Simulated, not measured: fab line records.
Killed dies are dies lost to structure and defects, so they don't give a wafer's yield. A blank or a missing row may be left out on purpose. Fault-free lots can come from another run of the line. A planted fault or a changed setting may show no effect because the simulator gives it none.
fab line records | flow sky130
record: lots: 13 | wafers: 39 | last_day: 50
route steps=708 shown PASSIVATION@692 PAD_OPEN@708
lots with no fault: from the same line, run without faults
start_h: the number of hours between the record's first day and the start of the first shown wafer of the lot | wait_h: time in hours since the lot's previous step | " the same as in the row above | L1.1+2: a row that stands for several wafers | - no value present, or no start provided | * or withheld: withheld | < > ~ a bound
route shown NAME@n: a module of which the file shows steps, and the number in the route of the first | usual: average and standard deviation across the fault-free wafers | same: alike in all rows | chamber/n: place in a boat | sites: the reading at each site | _std_site: their standard deviation | _edge_site: inner sites' mean taken away from outer sites' mean | radius_mm: how far each site lies from the wafer's centre | mask NAME#n: copy n | behind: the most recent tool/chamber to have shaped the wafer | hold: cause of the lot's hold/its duration in hours/its outcome | device: whichever transistor did not switch (one of n, p or np) | end of line: the route-end tests of the same wafers | for a step that has no rows: nothing shown but its recipe | killed: count of dies lost to structure and defects at first sort (not the wafer's yield) | map: a wafer's dies, x killed, . not, _ none there
set.NAME: setting as actually run; set.NAME@STEP: the setting as run at that earlier step | model.NAME: the simulator's own value behind a step, which no gauge read
one table for each step of the route and one row for each wafer, over a sample of lots
services: the hour from which a tool's chamber was out of use, counted from the record's first day as start_h (under 0 if before that day), plus the number of hours and why
== steps ==
step: SKY_PASSIVATION_ETCH_11
recipe: chemistry: CF4/O2 | target_depth_nm: 725 | stop_on: AlCu | source_w: 800 | bias_w: 150 | pressure_mtorr: 150 | cf4_flow_sccm: 80 | O2_flow_sccm: 10 | time_s: 161.1
usual: drypump_motor_current_A: 5.9/0.68 | oes_product_au: 0.978/0.0071 | rf_fwd_power_W: 796.0/2.6 | throttle_valve_pct: 5.964/0.009
lot.wafer | tool        | chamber | start_h | wait_h | drypump_motor_current_A | oes_product_au | rf_fwd_power_W | rf_hours_counter_h | throttle_valve_pct
L388.1    | rie_diel-04 | 2       | 1042.50 | -      | 6.8                     | 0.977          | 794.3          | 11                 | 5.961
L388.4    | "           | 1       | "       | "      | 6.8                     | 0.979          | 794.1          | 18                 | 5.998
L388.6    | "           | 2       | "       | "      | 6.8                     | 0.981          | 797.3          | -                  | 5.964
L389.1    | rie_diel-04 | 3       | 1055.02 | -      | 5.1                     | 0.968          | 799.6          | 20                 | 5.964
L389.3    | "           | 1       | "       | "      | 6.8                     | 0.965          | 794.1          | 18                 | 5.958
L389.4    | "           | 0       | "       | "      | 5.8                     | 0.981          | 799.7          | 14                 | 5.972
L393.2    | rie_diel-03 | 1       | 1079.40 | -      | 5.2                     | 0.965          | 792.6          | 20                 | 5.952
L393.3    | "           | 0       | "       | "      | 5.9                     | 0.966          | 796.9          | 15                 | 5.962
L393.4    | "           | 3       | "       | "      | 6.6                     | 0.976          | 796.0          | 23                 | 5.976
L394.1    | rie_diel-02 | 1       | 1092.00 | -      | 6.0                     | 0.974          | 799.6          | 22                 | 5.976
L394.2    | "           | 3       | "       | "      | 5.6                     | 0.977          | 798.9          | 9                  | 5.958
L394.5    | "           | 2       | "       | "      | 6.4                     | 0.982          | 800.3          | -                  | 5.962
L395.2    | rie_diel-03 | 1       | 1094.75 | -      | 5.2                     | 0.983          | 794.2          | 20                 | 5.963
L395.4    | "           | 2       | "       | "      | 5.2                     | 0.992          | 799.2          | 21                 | 5.966
L395.5    | "           | 1       | "       | "      | 5.2                     | 0.984          | 795.3          | -                  | 5.963
L396.2    | rie_diel-04 | 2       | 1100.55 | -      | 6.8                     | 0.985          | 786.3          | 13                 | 5.966
L396.4    | "           | 3       | "       | "      | 5.1                     | 0.991          | 798.3          | 22                 | 5.952
L396.6    | "           | 0       | "       | "      | 5.8                     | 0.987          | 798.1          | -                  | 5.975
L398.1    | rie_diel-04 | 1       | 1114.12 | -      | 6.8                     | 0.911          | 669.8          | 20                 | 5.945
L398.2    | "           | 3       | "       | "      | 5.1                     | 0.902          | 667.0          | 23                 | 5.929
L398.5    | "           | 3       | "       | "      | 5.1                     | 0.923          | 665.5          | -                  | 5.959
L399.1    | rie_diel-04 | 3       | 1123.34 | -      | 5.1                     | 0.911          | 669.0          | 24                 | 5.948
L399.3    | "           | 0       | "       | "      | 5.8                     | 0.910          | 665.7          | 17                 | 5.936
L399.6    | "           | 3       | "       | "      | 5.1                     | 0.907          | 669.2          | -                  | 5.936
L401.1    | rie_diel-04 | 3       | 1127.82 | -      | 5.1                     | 0.910          | 665.5          | 24                 | 5.954
L401.2    | "           | 1       | "       | "      | 6.7                     | 0.903          | 668.4          | 21                 | 5.954
L401.4    | "           | 0       | "       | "      | 5.8                     | 0.920          | 671.2          | 18                 | 5.952
L408.3    | rie_diel-03 | 2       | 1167.27 | -      | 5.2                     | 0.972          | 799.9          | 23                 | 5.954
L408.5    | "           | 0       | "       | "      | 5.9                     | 0.983          | 802.0          | -                  | 5.971
L408.6    | "           | 1       | "       | "      | 5.2                     | 0.977          | 794.1          | -                  | 5.949
L409.1    | rie_diel-02 | 1       | 1176.22 | -      | 6.0                     | 0.970          | 795.6          | 0                  | 5.970
L409.3    | "           | 2       | "       | "      | 6.4                     | 0.969          | 797.1          | 2                  | 5.970
L409.6    | "           | 0       | "       | "      | 5.0                     | 0.975          | 796.7          | -                  | 5.959
L410.1    | rie_diel-04 | 1       | 1181.67 | -      | 6.8                     | 0.972          | 794.3          | 23                 | 5.965
L410.2    | "           | 3       | "       | "      | 5.1                     | 0.977          | 794.6          | 26                 | 5.967
L410.4    | "           | 2       | "       | "      | 6.8                     | 0.976          | 792.5          | 17                 | 5.969
L411.1    | rie_diel-04 | 3       | 1188.22 | -      | 5.1                     | 0.975          | 793.5          | 27                 | 5.975
L411.2    | "           | 2       | "       | "      | 6.8                     | 0.971          | 793.5          | 17                 | 5.956
L411.4    | "           | 1       | "       | "      | 6.7                     | 0.976          | 795.1          | 24                 | 5.977
step: SKY_PASSIVATION_STRIP_12
recipe: chemistry: O2/N2 | power_w: 1400 | pressure_mtorr: 1500 | platen_temp_c: withheld | overash_fraction: 0.7 | o2_flow_sccm: 3000 | n2_flow_sccm: 300
usual: drypump_motor_current_A: 5.8/0.52 | oes_product_au: 0.661/0.0044 | strip_time_to_endpoint_s: 31.53/0.13
lot.wafer | tool            | chamber | start_h | wait_h | drypump_motor_current_A | oes_product_au | rf_hours_counter_h | strip_time_to_endpoint_s
L388.1    | plasma_asher-01 | 1       | 1042.60 | 0.1    | 6.2                     | 0.659          | 60                 | 31.56
L388.4    | "               | 1       | "       | "      | 6.3                     | 0.664          | -                  | 31.54
L388.6    | "               | 1       | "       | "      | 6.3                     | 0.655          | -                  | 31.55
L389.1    | plasma_asher-02 | 1       | 1055.13 | 0.1    | 5.5                     | 0.660          | 92                 | 31.55
L389.3    | "               | 0       | "       | "      | 5.9                     | 0.667          | -                  | 31.45
L389.4    | "               | 1       | "       | "      | 5.5                     | 0.660          | -                  | 31.59
L393.2    | plasma_asher-02 | 0       | 1079.50 | 0.1    | 5.9                     | 0.670          | 94                 | 31.53
L393.3    | "               | 0       | "       | "      | 5.9                     | 0.660          | -                  | 31.55
L393.4    | "               | 1       | "       | "      | 5.5                     | 0.657          | -                  | 31.69
L394.1    | plasma_asher-01 | 0       | 1092.10 | 0.1    | 4.9                     | 0.663          | 65                 | 31.41
L394.2    | "               | 1       | "       | "      | 6.3                     | 0.656          | 65                 | 31.29
L394.5    | "               | 0       | "       | "      | 4.9                     | 0.664          | -                  | 31.51
L395.2    | plasma_asher-04 | 0       | 1094.85 | 0.1    | 6.6                     | 0.658          | 3                  | 31.58
L395.4    | "               | 1       | "       | "      | 5.7                     | 0.663          | -                  | 31.63
L395.5    | "               | 1       | "       | "      | 5.8                     | 0.664          | -                  | 31.53
L396.2    | plasma_asher-04 | 0       | 1100.65 | 0.1    | 6.6                     | 0.659          | 3                  | 31.61
L396.4    | "               | 0       | "       | "      | 6.6                     | 0.666          | -                  | 31.60
L396.6    | "               | 1       | "       | "      | 5.8                     | 0.661          | -                  | 31.49
L398.1    | plasma_asher-04 | 0       | 1114.23 | 0.1    | 6.6                     | 0.661          | 5                  | 32.28
L398.2    | "               | 1       | "       | "      | 5.8                     | 0.661          | 5                  | 32.38
L398.5    | "               | 0       | "       | "      | 6.6                     | 0.661          | -                  | 32.26
L399.1    | plasma_asher-02 | 0       | 1123.45 | 0.1    | 5.9                     | 0.662          | 98                 | 32.45
L399.3    | "               | 0       | "       | "      | 5.9                     | 0.657          | -                  | 32.51
L399.6    | "               | 1       | "       | "      | 5.5                     | 0.659          | -                  | 32.55
L401.1    | plasma_asher-04 | 1       | 1127.93 | 0.1    | 5.8                     | 0.658          | 6                  | 32.25
L401.2    | "               | 0       | "       | "      | 6.6                     | 0.664          | 6                  | 32.25
L401.4    | "               | 1       | "       | "      | 5.8                     | 0.658          | -                  | 32.17
L408.3    | plasma_asher-01 | 1       | 1167.41 | 0.1    | 6.3                     | 0.658          | -                  | 31.64
L408.5    | "               | 1       | "       | "      | 6.3                     | 0.658          | -                  | 31.39
L408.6    | "               | 0       | "       | "      | 4.9                     | 0.666          | -                  | 31.50
L409.1    | plasma_asher-01 | 1       | 1176.33 | 0.1    | 6.3                     | 0.662          | 69                 | 31.53
L409.3    | "               | 0       | "       | "      | 4.9                     | 0.673          | -                  | 31.44
L409.6    | "               | 0       | "       | "      | 4.9                     | 0.657          | -                  | 31.28
L410.1    | plasma_asher-01 | 0       | 1181.78 | 0.1    | 4.9                     | 0.664          | 70                 | 31.63
L410.2    | "               | 1       | "       | "      | 6.3                     | 0.659          | 70                 | 31.44
L410.4    | "               | 0       | "       | "      | 4.9                     | 0.661          | -                  | 31.57
L411.1    | plasma_asher-01 | 1       | 1188.33 | 0.1    | 6.2                     | 0.652          | 71                 | 31.47
L411.2    | "               | 0       | "       | "      | 4.9                     | 0.656          | 71                 | 31.43
L411.4    | "               | 0       | "       | "      | 4.9                     | 0.659          | -                  | 31.62
step: SKY_PAD_OPEN_PROBE_99
usual: defect_limited_yield: 82.4/1.9 | killed_at_M0_to_M3: 44/7.2 | killed_at_M4_up: 3.4/2.1 | killed_at_contacts: 24/5.5 | killed_at_front_end: 15/4.6 | killed_at_other: 0.4/0.64 | killed_dies: 86/9.1 | killed_on_rim: 17/3.8 | killed_open: 47/7.5 | killed_short: 39/5.8 | sort_bin_3_pad_short: 0.9/0.41 | sort_bin_5_function: 10.4/1.5 | sort_bin_6_memory: 6.3/1.2 | sort_n_pass: 406/9.1 | sort_yield_pct: 82.4/1.9
same: gross_dies: 492 | killed_at_back_side: 0 | sort_bin_4_leakage[%]: 0 | sort_bin_8_speed[%]: 0
lot.wafer | tool      | chamber | start_h | wait_h | defect_limited_yield[%] | killed_at_M0_to_M3 | killed_at_M4_up | killed_at_contacts | killed_at_front_end | killed_at_other | killed_dies | killed_on_rim | killed_open | killed_short | sort_bin_3_pad_short[%] | sort_bin_5_function[%] | sort_bin_6_memory[%] | sort_n_pass | sort_yield_pct[%]
L388.1    | prober-01 | -       | 1066.41 | 0.1    | 83.3                    | 46                 | 1               | 17                 | 18                  | 0               | 82          | 11            | 50          | 32           | 0.6                     | 11.0                   | 5.1                  | 410         | 83.3
L388.4    | prober-01 | -       | 1066.56 | 0.2    | 82.1                    | 41                 | 8               | 21                 | 18                  | 0               | 88          | 13            | 51          | 37           | 1.4                     | 10.2                   | 6.3                  | 404         | 82.1
L388.6    | prober-01 | -       | 1066.66 | 0.2    | 81.1                    | 47                 | 4               | 23                 | 18                  | 1               | 93          | 17            | 54          | 39           | 0.4                     | 11.6                   | 6.9                  | 399         | 81.1
L393.2    | prober-02 | -       | 1102.21 | 0.1    | 83.3                    | 40                 | 3               | 27                 | 12                  | 0               | 82          | 15            | 40          | 42           | 1.6                     | 9.6                    | 5.5                  | 410         | 83.3
L393.3    | prober-02 | -       | 1102.26 | 0.2    | 80.5                    | 49                 | 2               | 29                 | 15                  | 1               | 96          | 15            | 59          | 37           | 1.4                     | 11.8                   | 6.3                  | 396         | 80.5
L393.4    | prober-02 | -       | 1102.31 | 0.2    | 81.3                    | 49                 | 0               | 29                 | 14                  | 0               | 92          | 22            | 48          | 44           | 0.8                     | 11.2                   | 6.7                  | 400         | 81.3
L394.1    | prober-01 | -       | 1114.72 | 0.1    | 80.7                    | 58                 | 4               | 15                 | 18                  | 0               | 95          | 18            | 54          | 41           | 1.6                     | 11.8                   | 5.9                  | 397         | 80.7
L394.2    | prober-01 | -       | 1114.77 | 0.1    | 79.7                    | 49                 | 2               | 22                 | 25                  | 2               | 100         | 21            | 52          | 48           | 0.2                     | 13.4                   | 6.7                  | 392         | 79.7
L394.5    | prober-01 | -       | 1114.92 | 0.2    | 81.5                    | 50                 | 1               | 21                 | 18                  | 1               | 91          | 24            | 44          | 46           | 0.4                     | 12.8                   | 5.3                  | 401         | 81.5
L395.2    | prober-02 | -       | 1116.87 | 0.1    | 83.9                    | 39                 | 3               | 20                 | 17                  | 0               | 79          | 15            | 41          | 38           | 1.6                     | 9.3                    | 5.1                  | 413         | 83.9
L395.4    | prober-02 | -       | 1116.97 | 0.2    | 81.1                    | 41                 | 7               | 25                 | 20                  | 0               | 93          | 16            | 49          | 44           | 1.2                     | 10.0                   | 7.7                  | 399         | 81.1
L395.5    | prober-02 | -       | 1117.02 | 0.2    | 81.9                    | 37                 | 6               | 29                 | 16                  | 1               | 89          | 16            | 48          | 41           | 0.6                     | 12.6                   | 4.9                  | 403         | 81.9
L396.2    | prober-01 | -       | 1122.18 | 0.1    | 82.5                    | 56                 | 7               | 10                 | 13                  | 0               | 86          | 23            | 57          | 29           | 0.2                     | 12.4                   | 4.9                  | 406         | 82.5
L396.4    | prober-01 | -       | 1122.28 | 0.2    | 83.1                    | 35                 | 0               | 32                 | 15                  | 1               | 83          | 17            | 41          | 42           | 0.4                     | 10.4                   | 6.1                  | 409         | 83.1
L396.6    | prober-01 | -       | 1122.38 | 0.2    | 85.0                    | 36                 | 1               | 18                 | 18                  | 1               | 74          | 16            | 40          | 33           | 0.4                     | 8.5                    | 6.1                  | 418         | 85.0
L398.1    | prober-01 | -       | 1135.86 | 0.1    | 0                       | 45                 | 6               | 26                 | 9                   | 406             | 492         | 96            | 42          | 45           | 0.6                     | 90.4                   | 8.9                  | 0           | 0
L398.2    | prober-01 | -       | 1135.91 | 0.1    | 0                       | 46                 | 4               | 18                 | 17                  | 407             | 492         | 96            | 49          | 36           | 1.0                     | 94.1                   | 4.9                  | 0           | 0
L398.5    | prober-01 | -       | 1136.06 | 0.2    | 0                       | 38                 | 7               | 28                 | 7                   | 412             | 492         | 96            | 42          | 38           | 1.0                     | 94.5                   | 4.5                  | 0           | 0
L399.1    | prober-02 | -       | 1144.22 | 0.1    | 0.6                     | 39                 | 3               | 17                 | 13                  | 417             | 489         | 96            | 38          | 34           | 1.2                     | 92.3                   | 5.9                  | 3           | 0.6
L399.3    | prober-02 | -       | 1144.32 | 0.2    | 0                       | 45                 | 2               | 23                 | 8                   | 414             | 492         | 96            | 45          | 34           | 0.6                     | 95.1                   | 4.3                  | 0           | 0
L399.6    | prober-02 | -       | 1144.47 | 0.2    | 0                       | 49                 | 2               | 23                 | 15                  | 403             | 492         | 96            | 43          | 46           | 0.6                     | 92.9                   | 6.5                  | 0           | 0
L401.1    | prober-01 | -       | 1148.51 | 0.1    | 0                       | 51                 | 1               | 28                 | 18                  | 394             | 492         | 96            | 55          | 43           | 0.6                     | 92.1                   | 7.3                  | 0           | 0
L401.2    | prober-01 | -       | 1148.56 | 0.1    | 0.4                     | 50                 | 5               | 27                 | 12                  | 396             | 490         | 96            | 53          | 41           | 1.8                     | 91.9                   | 5.9                  | 2           | 0.4
L401.4    | prober-01 | -       | 1148.66 | 0.2    | 0                       | 43                 | 4               | 28                 | 15                  | 402             | 492         | 96            | 54          | 36           | 0.6                     | 93.5                   | 5.9                  | 0           | 0
L411.1    | prober-01 | -       | 1205.47 | 0.1    | 81.9                    | 50                 | 4               | 21                 | 14                  | 0               | 89          | 12            | 53          | 35           | 0.6                     | 12.4                   | 5.1                  | 403         | 81.9
L411.2    | prober-01 | -       | 1205.52 | 0.1    | 79.3                    | 49                 | 2               | 35                 | 16                  | 0               | 102         | 19            | 57          | 45           | 0.8                     | 12.4                   | 7.5                  | 390         | 79.3
L411.4    | prober-01 | -       | 1205.62 | 0.2    | 81.9                    | 45                 | 6               | 21                 | 17                  | 0               | 89          | 18            | 49          | 40           | 0.8                     | 11.8                   | 5.5                  | 403         | 81.9
killed by level:class
L388.1 VIA1:geometric_particle:open=16 FIELD_ISO:geometric_particle:open=9 VIA3:geometric_particle:open=8 FIELD_ISO:geometric_particle:short=7 CONTACT:geometric_particle:open=7 METAL1:geometric_particle:short=7 VIA2:geometric_particle:open=5 LI_CONTACT:geometric_particle:short=4
L388.4 VIA3:geometric_particle:open=10 VIA1:geometric_particle:open=8 CONTACT:geometric_particle:open=7 FIELD_ISO:geometric_particle:open=6 FIELD_ISO:geometric_particle:short=5 METAL2:geometric_particle:short=5 METAL4:geometric_particle:short=5 LOCAL_INTERCONNECT:geometric_particle:open=4
L388.6 LI_CONTACT:geometric_particle:open=9 VIA1:geometric_particle:open=8 METAL1:geometric_particle:short=7 VIA2:geometric_particle:open=7 CONTACT:geometric_particle:open=6 METAL2:geometric_particle:short=6 VIA3:geometric_particle:open=6 FIELD_ISO:geometric_particle:open=5
L393.2 VIA3:geometric_particle:open=10 LI_CONTACT:geometric_particle:open=8 METAL2:geometric_particle:short=8 POLY_GATE:geometric_particle:short=7 CONTACT:geometric_particle:open=7 METAL1:geometric_particle:short=6 LOCAL_INTERCONNECT:geometric_particle:short=4 CONTACT:geometric_particle:short=4
L393.3 CONTACT:geometric_particle:open=13 VIA1:geometric_particle:open=13 LI_CONTACT:geometric_particle:open=7 VIA3:geometric_particle:open=7 VIA2:geometric_particle:open=7 POLY_GATE:geometric_particle:open=5 METAL1:geometric_particle:short=5 VIA1:geometric_particle:short=5
L393.4 CONTACT:geometric_particle:open=12 VIA1:geometric_particle:open=11 VIA3:geometric_particle:open=7 LI_CONTACT:geometric_particle:short=7 METAL2:geometric_particle:short=6 CONTACT:geometric_particle:short=6 FIELD_ISO:geometric_particle:short=4 VIA3:geometric_particle:short=4
L394.1 VIA1:geometric_particle:open=13 VIA3:geometric_particle:open=11 VIA2:geometric_particle:open=8 VIA2:geometric_particle:short=7 FIELD_ISO:geometric_particle:open=6 CONTACT:geometric_particle:open=5 LI_CONTACT:geometric_particle:open=4 METAL1:geometric_particle:short=4
L394.2 VIA2:geometric_particle:open=11 POLY_GATE:geometric_particle:open=8 FIELD_ISO:geometric_particle:short=6 LI_CONTACT:geometric_particle:open=6 LOCAL_INTERCONNECT:geometric_particle:short=6 VIA1:geometric_particle:short=6 CONTACT:geometric_particle:open=5 VIA1:geometric_particle:open=5
L394.5 CONTACT:geometric_particle:open=7 METAL1:geometric_particle:short=7 VIA1:geometric_particle:open=7 VIA3:geometric_particle:open=7 FIELD_ISO:geometric_particle:open=6 VIA2:geometric_particle:open=6 VIA2:geometric_particle:short=6 VIA3:geometric_particle:short=5
L395.2 CONTACT:geometric_particle:open=8 VIA2:geometric_particle:open=7 VIA1:geometric_particle:open=6 METAL3:geometric_particle:short=6 POLY_GATE:geometric_particle:open=5 LI_CONTACT:geometric_particle:open=5 VIA1:geometric_particle:short=5 LOCAL_INTERCONNECT:geometric_particle:short=4
L395.4 VIA1:geometric_particle:open=15 CONTACT:geometric_particle:open=8 METAL2:geometric_particle:short=6 FIELD_ISO:geometric_particle:open=5 CONTACT:geometric_particle:short=5 LOCAL_INTERCONNECT:geometric_particle:short=5 METAL4:geometric_particle:short=5 METAL1:geometric_particle:short=4
L395.5 CONTACT:geometric_particle:open=15 VIA1:geometric_particle:open=9 POLY_GATE:geometric_particle:open=6 METAL1:geometric_particle:short=6 METAL4:geometric_particle:short=6 LI_CONTACT:geometric_particle:open=5 LOCAL_INTERCONNECT:geometric_particle:short=5 FIELD_ISO:geometric_particle:short=4
L396.2 VIA1:geometric_particle:open=13 VIA2:geometric_particle:open=9 FIELD_ISO:geometric_particle:open=8 VIA3:geometric_particle:open=8 METAL2:geometric_particle:short=6 CONTACT:geometric_particle:open=5 VIA2:geometric_particle:short=4 METAL3:geometric_particle:short=4
L396.4 CONTACT:geometric_particle:open=9 VIA3:geometric_particle:open=7 LI_CONTACT:geometric_particle:short=6 FIELD_ISO:geometric_particle:open=5 LOCAL_INTERCONNECT:geometric_particle:short=5 CONTACT:geometric_particle:short=5 METAL1:geometric_particle:short=5 METAL2:geometric_particle:short=5
L396.6 VIA1:geometric_particle:open=9 METAL2:geometric_particle:short=7 CONTACT:geometric_particle:open=6 LI_CONTACT:geometric_particle:open=5 METAL1:geometric_particle:short=5 VIA3:geometric_particle:open=5 FIELD_ISO:geometric_particle:short=4 FIELD_ISO:geometric_particle:open=4
L398.1 PASSIVATION:area_etch=405 VIA1:geometric_particle:open=13 CONTACT:geometric_particle:open=11 METAL1:geometric_particle:short=6 VIA3:geometric_particle:short=6 CONTACT:geometric_particle:short=5 LOCAL_INTERCONNECT:geometric_particle:short=4 VIA2:geometric_particle:open=4
L398.2 PASSIVATION:area_etch=407 VIA1:geometric_particle:open=11 VIA3:geometric_particle:short=7 VIA3:geometric_particle:open=6 CONTACT:geometric_particle:open=6 METAL2:geometric_particle:short=6 LI_CONTACT:geometric_particle:open=5 POLY_GATE:geometric_particle:open=4
L398.5 PASSIVATION:area_etch=412 CONTACT:geometric_particle:open=11 VIA1:geometric_particle:open=7 METAL3:geometric_particle:short=6 LI_CONTACT:geometric_particle:open=6 CONTACT:geometric_particle:short=6 VIA3:geometric_particle:open=6 METAL2:geometric_particle:short=5
L399.1 PASSIVATION:area_etch=417 VIA3:geometric_particle:open=9 LI_CONTACT:geometric_particle:open=6 CONTACT:geometric_particle:short=6 VIA1:geometric_particle:open=5 VIA2:geometric_particle:open=5 POLY_GATE:geometric_particle:short=4 METAL1:geometric_particle:short=4
L399.3 PASSIVATION:area_etch=413 VIA1:geometric_particle:open=13 LI_CONTACT:geometric_particle:open=8 VIA3:geometric_particle:open=6 CONTACT:geometric_particle:open=6 METAL1:geometric_particle:short=6 FIELD_ISO:geometric_particle:short=4 VIA1:geometric_particle:short=4
L399.6 PASSIVATION:area_etch=403 VIA1:geometric_particle:open=12 METAL1:geometric_particle:short=9 LI_CONTACT:geometric_particle:open=8 VIA2:geometric_particle:open=8 FIELD_ISO:geometric_particle:open=5 LI_CONTACT:geometric_particle:short=5 VIA1:geometric_particle:short=4
L401.1 PASSIVATION:area_etch=393 VIA1:geometric_particle:open=13 CONTACT:geometric_particle:open=10 VIA3:geometric_particle:open=7 POLY_GATE:geometric_particle:short=6 LI_CONTACT:geometric_particle:open=6 VIA1:geometric_particle:short=6 CONTACT:geometric_particle:short=6
L401.2 PASSIVATION:area_etch=396 CONTACT:geometric_particle:open=13 VIA1:geometric_particle:open=13 VIA2:geometric_particle:open=7 METAL2:geometric_particle:short=5 LI_CONTACT:geometric_particle:open=5 POLY_GATE:geometric_particle:open=4 POLY_GATE:geometric_particle:short=4
L401.4 PASSIVATION:area_etch=400 CONTACT:geometric_particle:open=9 VIA1:geometric_particle:open=9 VIA2:geometric_particle:open=9 VIA3:geometric_particle:open=8 LI_CONTACT:geometric_particle:open=7 POLY_GATE:geometric_particle:open=6 METAL2:geometric_particle:short=6
L411.1 CONTACT:geometric_particle:open=12 VIA1:geometric_particle:open=12 METAL2:geometric_particle:short=11 VIA2:geometric_particle:open=9 LI_CONTACT:geometric_particle:open=4 METAL1:geometric_particle:short=4 VIA3:geometric_particle:open=4 FIELD_ISO:geometric_particle:open=3
L411.2 CONTACT:geometric_particle:open=16 VIA1:geometric_particle:open=12 LI_CONTACT:geometric_particle:open=8 METAL3:geometric_particle:short=7 METAL2:geometric_particle:short=6 METAL1:geometric_particle:short=5 VIA1:geometric_particle:short=5 VIA2:geometric_particle:open=5
L411.4 VIA1:geometric_particle:open=15 CONTACT:geometric_particle:open=9 FIELD_ISO:geometric_particle:short=8 VIA1:geometric_particle:short=7 POLY_GATE:geometric_particle:open=5 METAL1:geometric_particle:short=5 VIA3:geometric_particle:open=5 METAL2:geometric_particle:short=4
== services ==
tool            | chamber | start_h | hours | kind
rie_diel-03     | -       | 1050.06 | 2.6   | repair
plasma_asher-04 | -       | 1053.14 | 1.4   | repair
plasma_asher-04 | -       | 1055.25 | 9.0   | pm
plasma_asher-04 | 0       | 1055.25 | 9.0   | vent_cycle
plasma_asher-04 | 1       | 1055.25 | 9.0   | vent_cycle
plasma_asher-04 | 0       | 1064.25 | -     | clean
plasma_asher-04 | 1       | 1064.25 | -     | clean
rie_diel-04     | -       | 1070.17 | 0.7   | repair
plasma_asher-04 | -       | 1075.68 | 1.8   | repair
plasma_asher-01 | -       | 1092.69 | 3.5   | repair
rie_diel-02     | 2       | 1093.94 | -     | clean
rie_diel-02     | 2       | 1093.94 | 18.0  | scheduled_down
rie_diel-02     | 2       | 1093.94 | 18.0  | vent_cycle
rie_diel-02     | -       | 1094.87 | 1.6   | repair
rie_diel-02     | -       | 1113.93 | 14.6  | pm
plasma_asher-01 | -       | 1122.79 | 40.5  | pm
rie_diel-03     | -       | 1123.24 | 14.6  | pm
rie_diel-02     | 1       | 1129.88 | 4.0   | repair
rie_diel-02     | 1       | 1138.82 | -     | clean
rie_diel-02     | 1       | 1138.82 | -     | consumable_replace:focus_ring
rie_diel-02     | 1       | 1138.82 | 19.0  | scheduled_down
rie_diel-02     | 3       | 1139.66 | 6.5   | repair
plasma_asher-04 | -       | 1147.03 | 2.8   | pm
plasma_asher-02 | -       | 1157.22 | 1.8   | repair
== key ==
first_sign: step: SKY_PASSIVATION_ETCH_11 | reading: rf_fwd_power_W | direction: down | sigmas: 49 | usual: 796.0 | struck: 667.9
effect: step: SKY_PASSIVATION_ETCH_11 | reading: oes_product_au | direction: down | sigmas: 9.5 | usual: 0.978 | struck: 0.911
effect: step: SKY_PASSIVATION_STRIP_12 | reading: strip_time_to_endpoint_s | direction: up | sigmas: 6.4 | usual: * | struck: *
effect: step: SKY_PAD_OPEN_PROBE_99 | reading: killed_at_other | direction: up | sigmas: 99+ | usual: 0.4 | struck: 405.7
more_kills_born_at: SKY_PASSIVATION_ETCH_11@rie_diel-04: 3646
met_at SKY_PASSIVATION_ETCH_11
struck_lots L398,L399,L401
later_rows_left_out L398.1,L398.2,L398.5,L399.1,L399.3,L399.6,L401.1,L401.2,L401.4
onset_between 1100.55 1114.12
fault: kind: process_parameter_drift | tool: rie_diel-04 | chamber: - | onset_h: 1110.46 | steps: SKY_PASSIVATION_ETCH_11 | channel: source_w | offset: -128 | shape: step | end_h: 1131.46 | acts_in: these_recipes_only | stated: 800
later_rows_left_out: the simulator's readings of these wafers behind a module that went badly wrong aren't trusted and aren't shown, but for the sort
